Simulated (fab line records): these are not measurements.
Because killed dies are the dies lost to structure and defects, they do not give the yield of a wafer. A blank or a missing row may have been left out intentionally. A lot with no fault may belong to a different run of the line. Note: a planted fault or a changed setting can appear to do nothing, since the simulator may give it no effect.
Which of the tools did it? + flow gf180mcu + 36 wafers from 12 lots sampled at 4 of the route's 602 steps

## WHAT THE GAUGES SHOWED, per wafer
GF_POLY_GATE_CD_MEAS_10: the cd target is 280 nm.
| lot  | measured     | on       | cdNm (nm)         |
|------|--------------|----------|-------------------|
| L311 | day 9 12:02  | cdSem-01 | 279.2 279.4 277.8 |
| L312 | day 9 22:03  | cdSem-01 | 279.7 279.9 280.4 |
| L314 | day 10 07:10 | cdSem-01 | 278.4 279.3 279.4 |
| L315 | day 10 15:38 | cdSem-01 | 282.2 281.0 280.7 |
| L316 | day 10 23:06 | cdSem-02 | 280.7 281.2 280.3 |
| L323 | day 13 02:23 | cdSem-02 | 281.1 282.0 280.9 |
| L325 | day 13 15:27 | cdSem-02 | 279.9 279.6 279.9 |
| L328 | day 14 13:10 | cdSem-01 | 280.3 278.8 280.4 |
| L329 | day 14 20:47 | cdSem-02 | 282.3 281.6 283.1 |
| L330 | day 15 05:08 | cdSem-01 | 281.4 280.4 279.9 |
| L331 | day 15 15:26 | cdSem-01 | 280.0 282.1 280.5 |
| L332 | day 15 16:46 | cdSem-01 | 278.0 278.2 277.8 |

GF_PSD_RS_MEAS_14: measures by four-point-probe.
| lot  | measured     | on           | NSD_RS (ohm/sq)   |
|------|--------------|--------------|-------------------|
| L311 | day 14 17:29 | filmMetro-03 | 45.88 45.92 45.84 |
| L312 | day 15 02:17 | filmMetro-03 | 45.82 45.88 45.78 |
| L314 | day 15 13:05 | filmMetro-02 | 49.41 49.40 49.53 |
| L315 | day 15 22:26 | filmMetro-03 | 49.22 49.21 49.24 |
| L316 | day 16 07:20 | filmMetro-02 | 45.91 45.92 45.93 |
| L323 | day 18 21:37 | filmMetro-03 | 45.90 45.77 45.87 |
| L325 | day 19 13:47 | filmMetro-03 | 45.74 45.63 45.74 |
| L328 | day 20 14:46 | filmMetro-02 | 45.90 45.90 45.91 |
| L329 | day 21 01:50 | filmMetro-02 | 45.89 45.97 45.96 |
| L330 | day 21 09:19 | filmMetro-01 | 45.86 45.87 46.00 |
| L331 | day 21 18:50 | filmMetro-01 | 45.92 45.99 46.00 |
| L332 | day 21 20:58 | filmMetro-02 | 45.93 46.02 45.96 |

GF_PSD_RS_MEAS_15: measures by four-point-probe.
| lot  | measured     | on           | PSD_RS (ohm/sq)      |
|------|--------------|--------------|----------------------|
| L311 | day 14 17:36 | filmMetro-03 | 108.42 108.60 109.09 |
| L312 | day 15 02:25 | filmMetro-03 | 108.47 108.39 108.28 |
| L314 | day 15 13:13 | filmMetro-02 | 127.47 127.34 127.27 |
| L315 | day 15 22:33 | filmMetro-03 | 126.76 126.89 127.23 |
| L316 | day 16 07:28 | filmMetro-02 | 108.72 108.62 108.81 |
| L323 | day 18 21:44 | filmMetro-03 | 108.72 108.87 109.08 |
| L325 | day 19 13:55 | filmMetro-03 | 108.26 108.44 108.30 |
| L328 | day 20 14:53 | filmMetro-02 | 108.55 108.28 108.65 |
| L329 | day 21 01:57 | filmMetro-02 | 108.71 108.58 108.53 |
| L330 | day 21 09:26 | filmMetro-01 | 108.63 108.83 108.67 |
| L331 | day 21 18:57 | filmMetro-01 | 108.53 108.84 108.39 |
| L332 | day 21 21:05 | filmMetro-02 | 108.46 108.37 108.39 |

## TOOL THAT RAN EACH LOT (tool first, then ch and the chambers of the sampled wafers, then the start)
| lot  | GF_PSD_RTA_13                   |
|------|---------------------------------|
| L311 | rtpAnneal-01 ch 0, day 14 17:23 |
| L312 | rtpAnneal-01 ch 0, day 15 02:13 |
| L314 | rtpAnneal-01 ch 0, day 15 13:01 |
| L315 | rtpAnneal-01 ch 0, day 15 22:20 |
| L316 | rtpAnneal-02 ch 0, day 16 07:16 |
| L323 | rtpAnneal-01 ch 0, day 18 21:32 |
| L325 | rtpAnneal-02 ch 0, day 19 13:43 |
| L328 | rtpAnneal-01 ch 0, day 20 14:40 |
| L329 | rtpAnneal-01 ch 0, day 21 01:44 |
| L330 | rtpAnneal-01 ch 0, day 21 09:13 |
| L331 | rtpAnneal-01 ch 0, day 21 18:44 |
| L332 | rtpAnneal-01 ch 0, day 21 20:52 |
- GF_PSD_RTA_13: time 20 s.

## WHAT THE TOOLS THEMSELVES READ (means of the sampled wafers that have a number; where no wafer has one, the mark that the record gives instead)
GF_PSD_RTA_13.
| lot  | tool         | lampPowerPct (%) | wafer_temp_C_max |
|------|--------------|------------------|------------------|
| L311 | rtpAnneal-01 | 34.64            | 1028.1           |
| L312 | rtpAnneal-01 | 34.60            | 1027.7           |
| L314 | rtpAnneal-01 | 32.20            | 1001.0           |
| L315 | rtpAnneal-01 | 32.16            | 1000.2           |
| L316 | rtpAnneal-02 | 34.20            | 1029.2           |
| L323 | rtpAnneal-01 | 34.63            | 1027.6           |
| L325 | rtpAnneal-02 | 34.23            | 1028.6           |
| L328 | rtpAnneal-01 | 34.66            | 1028.6           |
| L329 | rtpAnneal-01 | 34.65            | 1028.6           |
| L330 | rtpAnneal-01 | 34.63            | 1027.9           |
| L331 | rtpAnneal-01 | 34.66            | 1027.6           |
| L332 | rtpAnneal-01 | 34.66            | 1027.8           |

## THE ANSWER, worked out from the rows above alone
Rule: the usual values come from the lots themselves. The widest of any qualifying gaps counts: lots, ordered by their means at a reading, are off when they make up no more than a third of the lots, leave a main group of 4 or more, and stand apart from it by 3 or more times the standard deviation of that group's means. Not used: any main group whose means are identical at the precision the tables above print for the reading. A lot without any number at a reading at which 4 lots or more have one is off too. Where the step has rows for the other lots, those lots are counted as sound. First the gauges in route order, then the tools' own readings, where a lot's mean is used as printed above. The first step at which some lot is off is used, and at that step the reading that is off furthest; a lot without a number counts as furthest.
Off: L314, L315, at GF_PSD_RS_MEAS_14 (NSD_RS). For the main group the mean is 45.89 ohm/sq and the standard deviation 0.076.
A tool fits if, at a process step before that reading, it ran every lot that is off, and no sound lot after the first of them. Not tried: the gauges at GF_PSD_RS_MEAS_14; whatever is off there is also off at GF_PSD_RTA_13, on other tools, and gauge error can't account for it. Of those tried, none fits.

## WHAT HAD BEEN PUT IN BY THE SIMULATOR
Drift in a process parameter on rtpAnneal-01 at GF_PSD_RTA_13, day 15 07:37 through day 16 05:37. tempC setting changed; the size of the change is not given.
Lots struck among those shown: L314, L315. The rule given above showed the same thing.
